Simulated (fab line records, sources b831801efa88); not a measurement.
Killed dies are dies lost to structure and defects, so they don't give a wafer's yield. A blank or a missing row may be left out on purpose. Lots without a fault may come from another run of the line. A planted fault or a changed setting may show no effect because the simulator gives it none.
Chamber matching | flow sky130 | SKY_LI_CONTACT_ETCH_15 on rie_diel-04: 4 sister chambers
The step etches PSG in C4F8/O2/Ar, stops on Si, target depth 600 nm. 8 wafers are shown with their chamber, then 7 later ones without.

WAFERS WITH THEIR CHAMBER
wafer  | chamber | oes_product_au (a.u.) | bias_w (W)
L711.3 | 2       | 0.839                 | 1202
L716.1 | 1       | 0.834                 | 1203
L716.3 | 0       | 0.846                 | 1199
L716.4 | 2       | 0.832                 | 1202
L717.2 | 1       | 0.833                 | 1192
L717.5 | 3       | 0.833                 | 1198
L720.1 | 3       | 0.842                 | 1198
L720.3 | 0       | 0.831                 | 1206

WAFERS WITHOUT THEIR CHAMBER
wafer  | oes_product_au (a.u.) | bias_w (W)
L720.4 | 0.839                 | 1205
L729.2 | 0.835                 | 1199
L729.4 | 0.840                 | 1203
L729.5 | 0.837                 | 1194
L730.3 | 0.833                 | 1200
L730.4 | 0.837                 | 1200
L730.5 | 0.832                 | 1195

WHICH CHAMBER EACH WENT THROUGH
wafer  | from the rows above               | in truth
L720.4 | can't be placed: 0 or 2 or 3 or 1 | 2
L729.2 | can't be placed: 1 or 3 or 2 or 0 | 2
L729.4 | can't be placed: 0 or 2 or 3 or 1 | 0
L729.5 | can't be placed: 3 or 1 or 2 or 0 | 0
L730.3 | can't be placed: 1 or 2 or 3 or 0 | 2
L730.4 | can't be placed: 3 or 2 or 0 or 1 | 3
L730.5 | can't be placed: 1 or 3 or 2 or 0 | 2
Placed correctly: 0 of 7. Can't be placed from these rows: 7 (the true chamber is among the candidates in 7). Placed wrongly: 0.
How it was worked out, from the rows above alone: a wafer's distance from a chamber is the root of the sum, over the readings, of the square of ((its reading less the chamber's mean) divided by the reading's scatter). The wafer belongs to the nearest chamber; if the next one is less than 2 further off, it can't be placed. A chamber's mean is the mean of its shown wafers. The scatter: the root of (the sum of the squares of (reading less its chamber's mean) over the shown wafers, divided by (wafers less chambers)).
